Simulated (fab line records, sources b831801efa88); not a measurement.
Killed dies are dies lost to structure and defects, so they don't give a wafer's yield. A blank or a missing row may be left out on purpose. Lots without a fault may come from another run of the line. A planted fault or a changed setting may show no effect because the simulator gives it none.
Problem report in the 8D (eight disciplines) form, filled by code | flow gf180mcu | the parts of the form that need people (team, actions taken, sign-off) are left out

1. THE PROBLEM
cathode_dc_power_W at GF_V3_SPUTTER_21 reads a mean of 2404.6 W on 6 wafers of 2 lots; wafers without a fault read 2499.9 W with a standard deviation of 0.47. That is -99 or more standard deviations from the usual mean.
The step: material Ti, target thk 15 nm, time 83.89 s.
First seen on wafer L507.1, day 24 23:59, on pvd_sputter-04. The record holds 18 wafers of 6 lots with a number at this step. Rule for "out", or "out of limits": more than 4 standard deviations from the usual mean. The other wafers with a number count as sound.

2. WHAT IT IS AND WHAT IT IS NOT
question                    | is                     | is not
which readings at this step | cathode_dc_power_W     | throttle_valve_pct
which lots                  | L507, L509             | L501, L513, L515, L518
which wafers of those lots  | all that have a number | -
read on which tools         | pvd_sputter-04         | pvd_sputter-01, pvd_sputter-03
when                        | from day 24 23:59      | up to then (3 sound wafers); but 9 sound wafers of L513, L515, L518 came after

3. SUSPECTS, AND WHAT RULES EACH OUT
Counting: a tool at a process step up to the reading stays a suspect if it ran every lot that is out and no sound lot after the first of them.
- plasma_asher-04 at GF_V3_STRIP_18 (strips in O2/N2): kept. It ran every lot that is out, first L507 (day 24 23:24), and no sound lot after that; its last sound lot up to then is L501 (day 22 11:54).
- pvd_sputter-04 at GF_V3_SPUTTER_21 (material Ti, target thk 15 nm, time 83.89 s): ruled out as a lasting fault. Sound lots L515 ran on it after its first lot that is out, L507 (day 24 23:59).
Left after counting: plasma_asher-04 at GF_V3_STRIP_18.

4. THE CAUSE (what the simulator had put in)
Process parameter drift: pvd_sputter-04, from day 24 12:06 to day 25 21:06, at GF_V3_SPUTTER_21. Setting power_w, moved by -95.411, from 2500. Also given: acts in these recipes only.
Counting ruled it out, wrongly.

5. THE CHAIN OF EFFECTS, in route order
Each row: a reading whose mean over the struck wafers that have a number lies more than 3 standard deviations from the usual. Only readings for which the record gives a usual standard deviation are gone through. hours: the time from each lot's start at the first step in this table that gives one to its start at this step, as a median over the lots. sigmas: the change in usual standard deviations.
hours | step             | reading            | usual    | on struck wafers | change | sigmas
0     | GF_V3_SPUTTER_21 | cathode_dc_power_W | 2499.9 W | 2404.6           | -95.3  | -99 or more
The process steps in it:
- GF_V3_SPUTTER_21: material Ti, target thk 15 nm, time 83.89 s.

6. WHAT WOULD HAVE CAUGHT IT SOONER
In this record the first reading out of limits was taken at day 24 23:59, 12 hours after the fault began at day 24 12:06.
